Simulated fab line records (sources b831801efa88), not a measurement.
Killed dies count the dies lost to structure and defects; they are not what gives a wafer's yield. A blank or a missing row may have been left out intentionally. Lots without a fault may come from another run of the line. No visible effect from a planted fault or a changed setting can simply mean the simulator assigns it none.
Struck lot and sound lot, side by side + flow sky130 + 25 out of 708 route steps
Sound: wafers L151.4, L151.5, L151.6. Wafers struck: L160.1, L160.4, L160.6. The cause comes at the end.
At each step with rows: each side's tool, then ch and its chambers, then its first start. Under that, the readings that differ: sound wafers + struck wafers + difference of the means + sigmas: that difference in standard deviations of wafers without a fault.
alike: a reading whose means differ by less than 2 such deviations, as well as words and numbers matching on both sides. not compared: withheld readings; readings where some wafer has no value; bounds like >300 that might hide an equal value; numbers whose values overlap and for which the record gives no deviation.
The two part at a step that has a row with sigmas, a row that says differs or no value, or rows on one side only. Non-overlapping numbers with no deviation appear without sigmas and do not part them. A reading missing from all wafers of one side parts the sides only when that side holds two or more wafers.

first, 5 steps without rows for these wafers: SKY_GATE_OXIDE_COAT_05 (resist thk 1140 nm); SKY_GATE_OXIDE_SOFTBAKE_06 (time 60 s); SKY_GATE_OXIDE_EXPOSE_07 (exposes mask LVOM, target cd 600 nm); SKY_GATE_OXIDE_PEB_08; SKY_GATE_OXIDE_DEVELOP_09 (develop time 60 s).
SKY_GATE_OXIDE_OVL_MEAS_10:
  sound: overlay-01 at day 16 11:12; struck: overlay-01 at day 19 06:11
  alike: GATE_OXIDE_OVL
then, 2 steps without rows for these wafers: SKY_GATE_OXIDE_IMPLANT_11; SKY_GATE_OXIDE_WET_ETCH_12 (etches SiO2 in dHF, target depth 16.8 nm, time 336 s).
SKY_GATE_OXIDE_STRIP_13: strips in O2/N2.
  sound on plasma_asher-01 ch 0,1, day 16 11:31; struck on plasma_asher-02 ch 1, day 19 06:28
  alike: drypump_motor_current_A, oes_product_au, strip_time_to_endpoint_s
  not compared: rf_hours_counter_h
SKY_GATE_OXIDE_TW_MEAS_14:
  sound: film_metro-03 at day 16 11:36; struck: film_metro-02 at day 19 06:34
  alike: GATE_OXIDE_TW
then, 2 steps without rows for these wafers: SKY_GATE_OXIDE_CLEAN_15 (cleans in SC1/SC2, time 150 s); SKY_GATE_OXIDE_OXIDATION_16 (stabilise 600 s, purge 300 s, target thk 3.57 nm).
SKY_POLY_GATE_CVD_00: deposits poly-Si, target thk 180 nm, time 720 s.
  sound on lpcvd-01 ch 0, day 16 13:21; struck on lpcvd-01 ch 1, day 19 08:13
| reading                                       | sound                | struck               | difference | sigmas |
|-----------------------------------------------|----------------------|----------------------|------------|--------|
| spike_tc_centre_C (C)                         | 620.0 620.5 619.9    | 626.2 623.5 624.9    | +4.7       | +5     |
| spike_tc_lower_C (C)                          | 621.9 621.2 621.8    | 625.3 625.5 625.8    | +3.9       | +4     |
| spike_tc_upper_C (C)                          | 620.0 619.9 620.4    | 624.4 622.4 623.1    | +3.2       | +3     |
| susceptor_temp_C (C)                          | 620.10 619.90 619.56 | 623.92 624.08 623.99 | +4.14      | +17    |
| model.poly-Si_of_POLY_GATE_CVD_00.thk_nm (nm) | 179 178.2 180        | 195.2 195.3 194.6    | +16.0      |        |
SKY_POLY_GATE_THK_MEAS_01:
  sound: film_metro-01 at day 16 15:11; struck: film_metro-03 at day 19 09:40
| reading                   | sound             | struck            | difference | sigmas |
|---------------------------|-------------------|-------------------|------------|--------|
| POLY_GATE_CVD_00_THK (nm) | 179.1 178.3 179.9 | 195.2 195.3 194.7 | +16.0      | +8     |
  not compared: hold
then, 7 steps without rows for these wafers: SKY_RES_PROTECT_HMDS_01 (prime time 60 s); SKY_RES_PROTECT_COAT_02 (resist thk 1140 nm); SKY_RES_PROTECT_SOFTBAKE_03 (time 60 s); SKY_RES_PROTECT_EXPOSE_04 (exposes mask RPM, target cd 1270 nm); SKY_RES_PROTECT_PEB_05; SKY_RES_PROTECT_DEVELOP_06 (develop time 60 s); SKY_POLY_GATE_IMPLANT_02.
SKY_RES_PROTECT_STRIP_07: strips in O2/N2.
  sound on plasma_asher-04 ch 0,1, day 17 20:18; struck on plasma_asher-03 ch 0,1, day 20 16:07
  alike: drypump_motor_current_A, oes_product_au, strip_time_to_endpoint_s
  not compared: rf_hours_counter_h
SKY_RES_PROTECT_TW_MEAS_08:
  sound: film_metro-03 at day 17 20:24; struck: film_metro-02 at day 20 16:13
| reading      | sound          | struck         | difference | sigmas |
|--------------|----------------|----------------|------------|--------|
| POLY_GATE_TW | 3991 3993 4000 | 4049 4033 4065 | +54        | +2     |
SKY_RES_PROTECT_CLEAN_09: cleans in SC1/SC2, time 150 s.
  sound on wet_bench-03 ch 2, day 17 20:26; struck on wet_bench-04 ch 2, day 20 16:17
| reading                                       | sound             | struck          | difference | sigmas |
|-----------------------------------------------|-------------------|-----------------|------------|--------|
| model.poly-Si_of_POLY_GATE_CVD_00.thk_nm (nm) | 178.4 177.6 179.4 | 194.6 194.7 194 | +16.0      |        |
then, 1 step without rows for these wafers: SKY_POLY_GATE_CVD_03 (deposits Si3N4 from DCS/NH3, target thk 75 nm, time 1290 s).

== WHERE THEY PART ==
Earliest at SKY_POLY_GATE_CVD_00; latest, in this record, at SKY_RES_PROTECT_TW_MEAS_08.

WHY: what had been put in by the simulator
lpcvd-01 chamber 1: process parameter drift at SKY_POLY_GATE_CVD_00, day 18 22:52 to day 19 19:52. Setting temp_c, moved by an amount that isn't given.
